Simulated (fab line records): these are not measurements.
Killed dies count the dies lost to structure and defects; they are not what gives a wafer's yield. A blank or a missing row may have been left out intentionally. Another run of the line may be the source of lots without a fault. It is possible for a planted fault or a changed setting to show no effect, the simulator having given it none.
A single fault, viewed from 2 desks + flow gf180mcu + every desk sees just its own numbers, and what lay behind them comes last

## METROLOGY DESK
Means of the sampled wafers that have a number, per lot and without regard to the tool the lot ran on: this is what the gauges read. The brackets show how far a lot's mean lies from the usual mean; more than 4 standard deviations puts the lot out of limits, marked OUT.
Columns: A = cd_nm at GF_M5_CD_MEAS_07, usual 280.5 nm; B = M5_OVL at GF_M5_OVL_MEAS_08, usual 0 nm; C = V5_CVD_00_THK at GF_V5_THK_MEAS_01, usual 300.6 nm; D = V5_BOW at GF_V5_BOW_MEAS_05, usual 137 um; E = cd_nm at GF_V5_CD_MEAS_14, usual 259.5 nm; F = V5_OVL at GF_V5_OVL_MEAS_15, usual 0 nm
| lot  | first seen here | A     | B  | C     | D   | E     | F  |
|------|-----------------|-------|----|-------|-----|-------|----|
| L460 | day 27 08:52    | 282.6 | 4  | 302.3 | 142 | 256.8 | -1 |
| L468 | day 29 15:10    | 280.1 | -3 | 298.0 | 103 | 258.2 | 9  |
| L469 | day 29 18:25    | 280.2 | 1  | 302.1 | 113 | 258.7 | 0  |
| L470 | day 30 12:05    | 281.1 | 2  | 302.0 | 130 | 261.5 | -1 |
| L471 | day 30 16:23    | 280.8 | -4 | 298.5 | 126 | 260.1 | -3 |
| L473 | day 31 04:16    | 280.4 | 2  | 300.8 | 155 | 260.0 | -2 |
This desk found nothing out of limits on any of the 6 lots.

## THE TOOL OWNER'S DESK: pecvd-02
The tool's own readings at GF_V5_CVD_02 (deposits SiO2 from TEOS, target thk 1450 nm, time 163.28 s): means of the sampled wafers that have a number, for each lot that ran on this tool. The brackets show how far a lot's mean lies from the usual mean; more than 4 standard deviations puts the lot out of limits, marked OUT.
Columns: A = heater_power_outer_w at GF_V5_CVD_02, usual 354 W; B = heater_power_w at GF_V5_CVD_02, usual 614 W
| lot  | first seen here | A   | B   |
|------|-----------------|-----|-----|
| L460 | day 27 09:53    | 350 | 585 |
This desk's finding: nothing out of limits on the one lot.

## PUT TOGETHER
The metrology desk saw nothing out of limits.
Nothing out of limits was seen by the tool owner's desk.

## WHAT THE SIMULATOR PUT IN
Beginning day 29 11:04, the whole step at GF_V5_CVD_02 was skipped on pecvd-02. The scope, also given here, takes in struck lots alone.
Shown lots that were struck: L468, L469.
